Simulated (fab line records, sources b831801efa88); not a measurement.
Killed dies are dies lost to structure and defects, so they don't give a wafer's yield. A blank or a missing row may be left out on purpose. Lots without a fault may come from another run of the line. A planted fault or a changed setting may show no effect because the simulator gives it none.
One fault seen from 2 desks | flow sky130 | each desk has only its own numbers; what lay behind them comes last

THE METROLOGY DESK
What the gauges read, lot by lot, whatever tool the lot ran on: means of the sampled wafers that have a number. A lot is out of limits, marked OUT, if its mean lies more than 4 standard deviations from the usual mean; the brackets give that distance.
Columns: A = cd_nm at SKY_FIELD_ISO_CD_MEAS_13, usual 150.3 nm; B = PWDE_TW at SKY_PWDE_TW_MEAS_10, usual 368; C = VT_ADJUST_LVTN_TW at SKY_VT_ADJUST_LVTN_TW_MEAS_10, usual 239.4
lot  | first seen here | A     | B   | C
L184 | day 2 13:38     | 152.4 | 369 | 240.8
L185 | day 2 21:12     | 151.4 | 363 | 239.8
L186 | day 3 03:58     | 149.8 | 364 | 239.6
L187 | day 3 11:38     | 150.0 | 371 | 240.5
L188 | day 3 13:50     | 149.8 | 366 | 239.5
L190 | day 3 21:52     | 149.2 | 362 | 240.7
L191 | day 4 03:05     | 151.4 | 363 | 240.3
L192 | day 4 07:50     | 148.1 | 368 | 240.0
L201 | day 6 07:47     | 147.1 | 369 | 267.4 (+20) OUT
L202 | day 6 13:13     | 150.5 | 368 | 266.9 (+20) OUT
L203 | day 6 17:20     | 151.1 | 371 | 237.7
L205 | day 7 07:07     | 149.2 | 366 | 238.1
This desk's finding: out of limits on L201, L202; first on L201, day 12 01:58 (VT_ADJUST_LVTN_TW at SKY_VT_ADJUST_LVTN_TW_MEAS_10). In limits: L184, L185, L186, L187, L188, L190, L191, L192, L203, L205.

THE TOOL OWNER'S DESK: implanter-02
The tool's own readings at SKY_VT_ADJUST_LVTN_IMPLANT_08: means of the sampled wafers that have a number, for each lot that ran on this tool. A lot is out of limits, marked OUT, if its mean lies more than 4 standard deviations from the usual mean; the brackets give that distance.
Columns: A = dose_ions_cm2 at SKY_VT_ADJUST_LVTN_IMPLANT_08, usual 1.5699e+12; B = faraday_current_uA at SKY_VT_ADJUST_LVTN_IMPLANT_08, usual 8.84
lot  | first seen here | A                            | B
L184 | day 7 08:13     | 1.5690e+12                   | 9.00
L188 | day 8 12:26     | 1.5690e+12                   | 8.79
L190 | day 9 00:44     | 1.5697e+12                   | 8.76
L191 | day 9 02:58     | 1.5709e+12                   | 8.92
L201 | day 12 01:43    | 2.2710e+12 (+99 or more) OUT | 12.86 (+20) OUT
L202 | day 12 05:56    | 2.2730e+12 (+99 or more) OUT | 12.59 (+19) OUT
This desk's finding: out of limits on L201, L202; first on L201, day 12 01:43 (dose_ions_cm2 at SKY_VT_ADJUST_LVTN_IMPLANT_08). In limits: L184, L188, L190, L191.

PUT TOGETHER
The tool owner's desk could have raised an alarm at day 12 01:43, on L201, L202.
The metrology desk could have raised an alarm at day 12 01:58, on L201, L202.
Of the lots named, all ran SKY_VT_ADJUST_LVTN_IMPLANT_08 on implanter-02.

WHAT THE SIMULATOR HAD PUT IN
Process parameter drift: implanter-02, from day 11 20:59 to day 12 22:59, at SKY_VT_ADJUST_LVTN_IMPLANT_08. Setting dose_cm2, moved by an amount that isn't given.
Lots struck among those shown: L201, L202.
Hours from the fault's start to each desk's first reading out of limits: the tool owner's desk, 5; the metrology desk, 5.
